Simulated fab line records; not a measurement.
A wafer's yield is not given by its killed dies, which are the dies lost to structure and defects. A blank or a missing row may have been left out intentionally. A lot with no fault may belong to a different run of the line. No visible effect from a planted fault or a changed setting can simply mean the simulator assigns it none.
Problem report, 8D (eight disciplines) form, completed by code | flow sky130 | the parts of the form that need people (team, actions taken, sign-off) are left out

== 1. THE PROBLEM ==
SKY_POLY_GATE_ETCH_15, chamber pressure mTorr: mean 35.995 mTorr over 1 wafer from 1 lot; wafers with no fault: 30.003 mTorr, standard deviation 0.026. So: +99 or more standard deviations from the usual mean.
The step: etches BARC in N2/H2, stops on SiO2, time 118.5 s, target depth 110 nm.
First seen on wafer L588.6, day 19 04:17, on rie diel-03. The record has a number at this step for 39 wafers belonging to 13 lots. Rule for "out", or "out of limits": more than 4 standard deviations from the usual mean. The other wafers with a number count as sound.

== 2. WHAT IT IS, AND WHAT IT ISN'T ==
question                    | is                     | is not
which readings at this step | chamber pressure mTorr | drypump motor current A, oes product au, rf fwd power W, throttle valve pct
which lots                  | L588                   | L581, L582, L583, L584, L585, L592, L596, L597, L600, L601, L602, L604
which wafers of those lots  | L588.6                 | L588.3, L588.4
read on which tools         | rie diel-03            | rie diel-01, rie diel-02
when                        | from day 19 04:17      | up to then (17 sound wafers); but 21 sound wafers of L592, L596, L597, L600, L601, L602, L604 came after

== 3. THE SUSPECTS, EACH WITH WHAT RULES IT OUT ==
Counting: if a tool at a process step up to the reading ran every lot that is out, it stays a suspect. Sound lots after the first of them don't rule it out here, since some wafers of a struck lot are sound.
- rie diel-03 at SKY_POLY_GATE_ETCH_15 (etches BARC in N2/H2, stops on SiO2, time 118.5 s, target depth 110 nm): kept. It processed L588, the lot that is out, at day 19 04:17, and its most recent sound lot before then was L585 at day 18 08:04. On those wafers its own readings are out: chamber pressure mTorr.
- Within rie diel-03 at SKY_POLY_GATE_ETCH_15: the wafers that are out ran in chamber 3; their sound lot-mates ran in chamber 1.
After counting, what remains is rie diel-03 at SKY_POLY_GATE_ETCH_15.

== 4. THE CAUSE (what the simulator had put in) ==
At SKY_POLY_GATE_ETCH_15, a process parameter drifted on rie diel-03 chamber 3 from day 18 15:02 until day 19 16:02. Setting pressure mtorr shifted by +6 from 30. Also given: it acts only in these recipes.
This tool alone remained once counting was done.

== 5. THE CHAIN OF EFFECTS, in route order ==
One row per reading whose mean, taken over the struck wafers that have a number, lies over 3 standard deviations from the usual. Only readings whose record carries a usual standard deviation are examined. hours: median over the lots of the time between each lot's start at the first step of this table that gives one and its start at this step. sigmas: the change, counted in usual standard deviations.
hours | step                  | reading                | usual        | on struck wafers | change | sigmas
0     | SKY_POLY_GATE_ETCH_15 | chamber pressure mTorr | 30.003 mTorr | 35.995           | +5.992 | +99 or more
Its process steps:
- SKY_POLY_GATE_ETCH_15: etches BARC in N2/H2, stops on SiO2, time 118.5 s, target depth 110 nm.

== 6. WHAT WOULD HAVE CAUGHT IT SOONER ==
First out-of-limits reading in this record: day 19 04:17, which is 13 hours after fault onset at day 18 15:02.
